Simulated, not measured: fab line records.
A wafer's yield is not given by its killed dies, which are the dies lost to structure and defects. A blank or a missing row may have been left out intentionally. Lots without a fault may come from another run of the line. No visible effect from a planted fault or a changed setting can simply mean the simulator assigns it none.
fab line records ; flow sky130 ; part 2 of 2: steps 28 to 42 of 42
record lots=5; wafers=15; lastDay=50
route steps=708 shown RES_PROTECT@212 POLY_GATE@213 LDD_N@237
lots with no fault: from the same line, run without faults
startH: start of the lot's first displayed wafer, in hours after the record's first day ; waitH: how many hours have passed since the lot's step before this one ; " unchanged from the row above ; L1.1+2: one row covering several wafers at once ; - no value, or no start was given ; * or withheld: withheld ; < > ~ a bound
route shown NAME@n: a module of which the file shows steps, and the number in the route of the first ; usual: average and standard deviation across the fault-free wafers ; same: alike in all rows ; chamber/n: place in a boat ; sites: the reading at each site ; _std_site: the values' standard deviation ; _edge_site: outer sites' mean less inner sites' ; radiusMm: how far each site lies from the wafer's centre ; mask NAME#n: copy n ; behind: the most recent tool/chamber to have shaped the wafer ; hold: why the lot went on hold/how many hours it stayed there/how the hold came to an end ; device: names the non-switching transistor (n, p or np) ; end of line: the same wafers' tests at the end of the route ; step lacking rows: just its recipe ; killed: the dies lost at the first sort to structure and to defects; this is not the yield of the wafer ; map: a wafer's dies, marking killed ones x, the rest . and places with no die _
set.NAME: the setting as run; set.NAME@STEP: as run at that earlier step ; model.NAME: the simulator's own value behind a step, which no gauge read
lots at selected steps of the route; one table per step, one row per wafer
services: a tool's chamber out of use, with start hour (startH, from the record's first day; less than 0 if before it), hours out, and reason
## steps
# step SKY_LDD_N_COAT_02
# recipe resist=NOVOLAK; spinRpm=3000; resistThkNm=300
lot.wafer;tool;chamber;startH;waitH
L074.1+5+6;lithoTrack-01;0;412.05;0.1
L081.2+4+5;lithoTrack-01;0;451.42;0.1
L088.1+2+3;lithoTrack-01;0;516.40;0.1
L093.2+4+6;lithoTrack-02;0;576.00;0.1
L094.1+3+5;lithoTrack-02;0;577.17;0.1
# step SKY_LDD_N_SOFTBAKE_03
# recipe tempC=90; timeS=60; resist=NOVOLAK
lot.wafer;tool;chamber;startH;waitH
L074.1+5+6;lithoTrack-01;0;412.20;0.1
L081.2+4+5;lithoTrack-01;0;451.57;0.1
L088.1+2+3;lithoTrack-01;0;516.55;0.1
L093.2+4+6;lithoTrack-02;0;576.15;0.1
L094.1+3+5;lithoTrack-02;0;577.32;0.1
# step SKY_LDD_N_EXPOSE_04
# recipe maskId=NTM; targetCdNm=840; na=0.6; sourceShape=conventional; sigmaOuter=0.6; doseMj=110
# usual exposureDoseMJCm2=109.97/0.11
lot.wafer;tool;chamber;startH;waitH;mask;exposureDoseMJCm2
L074.1;ilineStepper-02;0;-;-;NTM#0;109.99
L074.5;ilineStepper-02;0;-;-;NTM#0;109.91
L074.6;ilineStepper-02;0;-;-;NTM#0;110.04
L081.2;ilineStepper-02;0;-;-;NTM#0;110.03
L081.4;ilineStepper-02;0;-;-;NTM#0;109.79
L081.5;ilineStepper-02;0;-;-;NTM#0;110.00
L088.1;ilineStepper-01;0;-;-;NTM#0;110.03
L088.2;ilineStepper-01;0;-;-;NTM#0;109.88
L088.3;ilineStepper-01;0;-;-;NTM#0;109.90
L093.2;ilineStepper-02;0;-;-;NTM#0;109.94
L093.4;ilineStepper-02;0;-;-;NTM#0;110.01
L093.6;ilineStepper-02;0;-;-;NTM#0;109.91
L094.1;ilineStepper-02;0;-;-;NTM#0;110.00
L094.3;ilineStepper-02;0;-;-;NTM#0;109.87
L094.5;ilineStepper-02;0;-;-;NTM#0;109.93
# step SKY_LDD_N_PEB_05
# recipe tempC=withheld; timeS=*; resist=NOVOLAK
lot.wafer;tool;chamber;startH;waitH
L074.1+5+6;lithoTrack-03;0;-;-
L081.2+4+5;lithoTrack-03;0;-;-
L088.1+2+3;lithoTrack-03;0;-;-
L093.2+4+6;lithoTrack-02;0;-;-
L094.1+3+5;lithoTrack-03;0;-;-
# step SKY_LDD_N_DEVELOP_06
# recipe developTimeS=60; devTempC=23
lot.wafer;tool;chamber;startH;waitH
L074.1+5+6;lithoTrack-03;0;427.51;0.1
L081.2+4+5;lithoTrack-03;0;466.94;0.1
L088.1+2+3;lithoTrack-03;0;531.31;0.1
L093.2+4+6;lithoTrack-02;0;591.00;0.1
L094.1+3+5;lithoTrack-03;0;592.06;0.1
# step SKY_LDD_N_OVL_MEAS_07
# usual LDD_N_OVL=0.2/1.3
lot.wafer;tool;chamber;startH;waitH;LDD_N_OVL[nm]
L074.1;overlay-01;-;427.66;0.1;1.9
L074.5;overlay-01;-;427.66;0.1;1.2
L074.6;overlay-01;-;427.66;0.1;1.4
L081.2;overlay-01;-;467.07;0.1;1.7
L081.4;overlay-01;-;467.07;0.1;1.6
L081.5;overlay-01;-;467.07;0.1;2.7
L088.1;overlay-02;-;531.46;0.1;0.8
L088.2;overlay-02;-;531.46;0.1;-0.3
L088.3;overlay-02;-;531.46;0.1;-0.8
L093.2;overlay-01;-;591.13;0.1;1.7
L093.4;overlay-01;-;591.13;0.1;0.1
L093.6;overlay-01;-;591.13;0.1;1.5
L094.1;overlay-01;-;592.21;0.1;-0.5
L094.3;overlay-01;-;592.21;0.1;0.3
L094.5;overlay-01;-;592.21;0.1;2.2
# step SKY_LDD_N_IMPLANT_08
# recipe species=As; energyKev=20; doseCm2=7.5e+13; tiltDeg=withheld; rotationDeg=23
lot.wafer;tool;chamber;startH;waitH
L074.1+5+6;implanter-04;0;427.70;0.0
L081.2+4+5;implanter-04;0;467.12;0.0
L088.1+2+3;implanter-01;0;531.50;0.0
L093.2+4+6;implanter-04;0;591.18;0.0
L094.1+3+5;implanter-04;0;592.36;0.1
# step SKY_LDD_N_IMPLANT_09
# recipe species=As; energyKev=20; doseCm2=7.5e+13; tiltDeg=withheld; rotationDeg=113
lot.wafer;tool;chamber;startH;waitH
L074.1+5+6;implanter-04;0;427.85;0.1
L081.2+4+5;implanter-04;0;467.27;0.1
L088.1+2+3;implanter-01;0;531.65;0.1
L093.2+4+6;implanter-04;0;591.33;0.1
L094.1+3+5;implanter-04;0;592.51;0.1
# step SKY_LDD_N_IMPLANT_10
# recipe species=As; energyKev=20; doseCm2=7.5e+13; tiltDeg=withheld; rotationDeg=203
lot.wafer;tool;chamber;startH;waitH
L074.1+5+6;implanter-04;0;428.00;0.1
L081.2+4+5;implanter-04;0;467.42;0.1
L088.1+2+3;implanter-01;0;531.80;0.1
L093.2+4+6;implanter-04;0;591.48;0.1
L094.1+3+5;implanter-04;0;592.66;0.1
# step SKY_LDD_N_IMPLANT_11
# recipe species=As; energyKev=20; doseCm2=7.5e+13; tiltDeg=withheld; rotationDeg=293
lot.wafer;tool;chamber;startH;waitH
L074.1+5+6;implanter-04;0;428.15;0.1
L081.2+4+5;implanter-04;0;467.57;0.1
L088.1+2+3;implanter-01;0;531.95;0.1
L093.2+4+6;implanter-04;0;591.63;0.1
L094.1+3+5;implanter-04;0;592.81;0.1
# step SKY_LDD_N_IMPLANT_12
# recipe species=BF2; energyKev=50; doseCm2=5e+12; tiltDeg=30; rotationDeg=0
lot.wafer;tool;chamber;startH;waitH
L074.1+5+6;implanter-04;0;428.30;0.1
L081.2+4+5;implanter-04;0;467.72;0.1
L088.1+2+3;implanter-01;0;532.10;0.1
L093.2+4+6;implanter-04;0;591.78;0.1
L094.1+3+5;implanter-04;0;592.96;0.1
# step SKY_LDD_N_IMPLANT_13
# recipe species=BF2; energyKev=50; doseCm2=5e+12; tiltDeg=30; rotationDeg=90
lot.wafer;tool;chamber;startH;waitH
L074.1+5+6;implanter-04;0;428.45;0.1
L081.2+4+5;implanter-04;0;467.87;0.1
L088.1+2+3;implanter-01;0;532.25;0.1
L093.2+4+6;implanter-04;0;591.93;0.1
L094.1+3+5;implanter-04;0;593.11;0.1
# step SKY_LDD_N_IMPLANT_14
# recipe species=BF2; energyKev=50; doseCm2=5e+12; tiltDeg=30; rotationDeg=180
lot.wafer;tool;chamber;startH;waitH
L074.1+5+6;implanter-04;0;428.60;0.1
L081.2+4+5;implanter-04;0;468.02;0.1
L088.1+2+3;implanter-01;0;532.40;0.1
L093.2+4+6;implanter-04;0;592.08;0.1
L094.1+3+5;implanter-04;0;593.26;0.1
# step SKY_LDD_N_IMPLANT_15
# recipe species=BF2; energyKev=50; doseCm2=5e+12; tiltDeg=30; rotationDeg=270
lot.wafer;tool;chamber;startH;waitH
L074.1+5+6;implanter-04;0;428.75;0.1
L081.2+4+5;implanter-04;0;468.17;0.1
L088.1+2+3;implanter-01;0;532.55;0.1
L093.2+4+6;implanter-04;0;592.23;0.1
L094.1+3+5;implanter-04;0;593.41;0.1
# step SKY_LDD_N_STRIP_16
# recipe chemistry=O2/N2; powerW=1400; pressureMtorr=1500; platenTempC=withheld; o2FlowSccm=3000; n2FlowSccm=300; overashFraction=0.5
# usual drypumpMotorCurrentA=5.9/0.49; oesProductAu=0.407/0.0047; stripTimeToEndpointS=4.320/0.015
# same overashFraction=0.5
lot.wafer;tool;chamber;startH;waitH;drypumpMotorCurrentA;oesProductAu;rfHoursCounterH;stripTimeToEndpointS
L074.1;plasmaAsher-04;0;428.90;0.1;5.8;0.400;73;4.325
L074.5;plasmaAsher-04;1;428.90;0.1;6.1;0.411;-;4.306
L074.6;plasmaAsher-04;0;428.90;0.1;5.7;0.411;-;4.331
L081.2;plasmaAsher-04;0;468.30;0.1;5.8;0.401;77;4.306
L081.4;plasmaAsher-04;1;468.30;0.1;6.1;0.407;-;4.325
L081.5;plasmaAsher-04;0;468.30;0.1;5.8;0.409;-;4.320
L088.1;plasmaAsher-04;1;532.70;0.1;6.1;0.402;85;4.316
L088.2;plasmaAsher-04;0;532.70;0.1;5.8;0.414;85;4.341
L088.3;plasmaAsher-04;0;532.70;0.1;5.7;0.402;-;4.313
L093.2;plasmaAsher-02;1;592.36;0.1;5.6;0.404;14;4.323
L093.4;plasmaAsher-02;1;592.36;0.1;5.6;0.412;-;4.321
L093.6;plasmaAsher-02;1;592.36;0.1;5.6;0.404;-;4.327
L094.1;plasmaAsher-04;1;593.56;0.1;6.1;0.405;91;4.313
L094.3;plasmaAsher-04;1;593.56;0.1;6.1;0.406;-;4.308
L094.5;plasmaAsher-04;0;593.56;0.1;5.8;0.402;-;4.313
## services
tool;chamber;startH;hours;kind
implanter-01;-;346.42;2.4;pm
rieDiel-01;1;347.45;3.0;repair
krfScanner-02;-;376.39;3.8;repair
lpcvd-02;-;386.38;0.5;repair
implanter-04;-;400.98;2.5;pm
ilineStepper-02;-;402.87;1.7;pm
plasmaAsher-01;-;404.60;1.0;repair
plasmaAsher-02;-;421.25;9.0;pm
krfScanner-02;-;433.15;0.9;repair
implanter-01;-;451.33;4.0;repair
rieDiel-01;-;467.04;2.8;pm
ilineStepper-02;-;477.56;4.2;repair
rieDiel-01;-;483.97;1.0;repair
implanter-04;-;499.26;9.0;pm
implanter-04;-;508.56;4.4;repair
lpcvd-02;-;511.09;1.7;repair
implanter-04;-;511.56;6.4;repair
furnace-01;-;522.36;3.8;pm
furnace-01;-;539.06;3.8;pm
ilineStepper-02;-;539.43;8.4;repair
wetBench-03;-;548.74;2.2;repair
rieDiel-01;2;553.64;15.2;repair
implanter-04;-;555.51;0.5;repair
implanter-01;-;588.52;5.1;pm
